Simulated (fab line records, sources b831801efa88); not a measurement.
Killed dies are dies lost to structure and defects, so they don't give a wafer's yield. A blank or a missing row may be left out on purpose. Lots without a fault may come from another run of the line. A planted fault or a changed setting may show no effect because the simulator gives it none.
One fault seen from 2 desks | flow gf180mcu | each desk has only its own numbers; what lay behind them comes last

THE TOOL OWNER'S DESK: krf_scanner-02
The tool's own readings at GF_M1_EXPOSE_11 (exposes mask Metal1, target cd 230 nm): means of the sampled wafers that have a number, for each lot that ran on this tool. A lot is out of limits, marked OUT, if its mean lies more than 4 standard deviations from the usual mean; the brackets give that distance.
Columns: A = exposure_dose_mJ_cm2 at GF_M1_EXPOSE_11, usual 27.998
lot  | first seen here | A
L253 | day 17 05:00    | 27.999
L254 | day 17 10:02    | 27.977
L259 | day 19 09:04    | 27.968
L267 | day 22 08:44    | 24.440 (-99 or more) OUT
L268 | day 22 20:19    | 24.466 (-99 or more) OUT
This desk's finding: out of limits on L267, L268; first on L267, day 22 08:44 (exposure_dose_mJ_cm2 at GF_M1_EXPOSE_11). In limits: L253, L254, L259.

THE METROLOGY DESK
What the gauges read, lot by lot, whatever tool the lot ran on: means of the sampled wafers that have a number. A lot is out of limits, marked OUT, if its mean lies more than 4 standard deviations from the usual mean; the brackets give that distance.
Columns: A = cd_nm at GF_M1_CD_MEAS_14, usual 230.0 nm; B = M1_OVL at GF_M1_OVL_MEAS_15, usual -1 nm; C = V1_BOW at GF_V1_BOW_MEAS_05, usual 82 um
lot  | first seen here | A               | B  | C
L253 | day 17 16:37    | 229.8           | -4 | 81
L254 | day 17 21:50    | 229.4           | -4 | 84
L255 | day 18 19:43    | 230.2           | 3  | 81
L256 | day 19 00:10    | 229.7           | -3 | 86
L258 | day 19 13:50    | 229.7           | 3  | 90
L257 | day 19 17:45    | 231.1           | -7 | 79
L259 | day 19 21:17    | 230.7           | -6 | 83
L262 | day 21 00:47    | 230.2           | -2 | 77
L267 | day 22 20:38    | 249.4 (+18) OUT | 8  | 85
L268 | day 23 07:28    | 250.6 (+19) OUT | -9 | 88
L274 | day 25 03:53    | 229.2           | -0 | 76
This desk's finding: out of limits on L267, L268; first on L267, day 22 20:38 (cd_nm at GF_M1_CD_MEAS_14). In limits: L253, L254, L255, L256, L258, L257, L259, L262, L274.

PUT TOGETHER
The tool owner's desk could have raised an alarm at day 22 08:44, on L267, L268.
The metrology desk could have raised an alarm at day 22 20:38, on L267, L268.
Of the lots named, all ran GF_M1_EXPOSE_11 on krf_scanner-02.

WHAT THE SIMULATOR HAD PUT IN
Process parameter drift: krf_scanner-02, from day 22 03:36 on, at GF_M1_EXPOSE_11. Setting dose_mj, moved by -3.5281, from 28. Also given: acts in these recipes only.
Lots struck among those shown: L267, L268.
Hours from the fault's start to each desk's first reading out of limits: the tool owner's desk, 5; the metrology desk, 17.
